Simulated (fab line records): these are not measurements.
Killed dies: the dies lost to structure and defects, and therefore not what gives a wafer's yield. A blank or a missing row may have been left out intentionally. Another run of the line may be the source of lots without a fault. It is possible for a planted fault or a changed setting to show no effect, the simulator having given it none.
Tool commonality check	flow gf180mcu	13 lots, 39 wafers sampled

== THE REASON FOR OPENING IT ==
2 of 13 lots carry a flag on the reading DNWELL_TW at GF_DNWELL_TW_MEAS_09. Wafers without a fault read 1356, standard deviation 8.4.
Rule: flag the lot when none of its wafers has a number, or when each of its wafers that has one lies beyond 4 standard deviations from that mean. The other lots count as sound.

lot	measured	on	DNWELL_TW, wafer by wafer	flag
L115	day 3 00:53	film-metro-02	1355 1360 1362	
L116	day 3 06:16	film-metro-03	1353 1348 1352	
L117	day 3 11:09	film-metro-03	1347 1345 1340	
L118	day 3 20:04	film-metro-02	1358 1353 1362	
L120	day 4 06:48	film-metro-04	1342 1343 1342	
L121	day 4 11:29	film-metro-02	1354 1347 1360	
L124	day 5 03:16	film-metro-02	1359 1356 1359	
L125	day 5 06:26	film-metro-03	1350 1352 1356	
L126	day 5 11:38	film-metro-03	1347 1346 1352	
L128	day 5 22:16	film-metro-02	1361 1361 1358	
L135	day 7 09:54	film-metro-02	1227 1220 1230	FLAGGED
L136	day 7 16:25	film-metro-02	1210 1216 1220	FLAGGED
L137	day 7 20:14	film-metro-02	1362 1365 1367	
The mean of the flagged lots' numbers is 1220, -136 from the usual (-16 standard deviations).

== EACH LOT AND THE TOOL IT RAN ON ==
The record keeps 1 process step preceding the reading, out of 602 steps on the route. Cell contents, in order: the tool; ch with the chambers the sampled wafers went through; the start.
lot	flag	GF_DNWELL_IMPLANT_07
L115		implanter-01 ch 0, day 3 00:38
L116		implanter-04 ch 0, day 3 06:03
L117		implanter-04 ch 0, day 3 10:55
L118		implanter-04 ch 0, day 3 19:49
L120		implanter-01 ch 0, day 4 06:35
L121		implanter-04 ch 0, day 4 11:14
L124		implanter-04 ch 0, day 5 03:04
L125		implanter-04 ch 0, day 5 06:13
L126		implanter-01 ch 0, day 5 11:23
L128		implanter-01 ch 0, day 5 22:04
L135	FLAGGED	implanter-01 ch 0, day 7 09:42
L136	FLAGGED	implanter-01 ch 0, day 7 16:13
L137		implanter-04 ch 0, day 7 20:00
What is done by these steps:
- GF_DNWELL_IMPLANT_07
- GF_DNWELL_TW_MEAS_09

== FLAGGED OVER TOTAL, TOOL BY TOOL (the gauges that took the reading come last) ==
step	tool	lots run	flagged	share of the flagged lots	sound lots run after its first flagged lot
GF_DNWELL_IMPLANT_07	implanter-01	6	2	all	0
GF_DNWELL_IMPLANT_07	implanter-04	7	0	none	-
GF_DNWELL_TW_MEAS_09	film-metro-02	8	2	all	1 (L137)
GF_DNWELL_TW_MEAS_09	film-metro-03	4	0	none	-
GF_DNWELL_TW_MEAS_09	film-metro-04	1	0	none	-

== WHAT THE TABLE PERMITS ==
Every flagged lot went through 2 rows of the table: implanter-01 at GF_DNWELL_IMPLANT_07 and film-metro-02 at GF_DNWELL_TW_MEAS_09.
- implanter-01 at GF_DNWELL_IMPLANT_07: 2 of its 6 lots flagged. Last sound lot L128 at day 5 22:04, first flagged lot L135 at day 7 09:42; a fault beginning in between fits. Its own readings lie more than 4 standard deviations out on every wafer of the flagged lots: dose-ions-cm2, faraday-current-uA.
- film-metro-02 at GF_DNWELL_TW_MEAS_09: 2 of its 8 lots flagged. Sound lots ran on it after the first flagged one (L137), which a lasting fault on the whole tool wouldn't allow.
implanter-01 at GF_DNWELL_IMPLANT_07 is the single tool remaining.

== WHAT THE SIMULATOR HAD PUT IN ==
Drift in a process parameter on implanter-01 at GF_DNWELL_IMPLANT_07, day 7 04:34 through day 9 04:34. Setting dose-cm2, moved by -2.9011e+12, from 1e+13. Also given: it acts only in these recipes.
Shown lots that were struck: L135, L136. The rule above found the same.
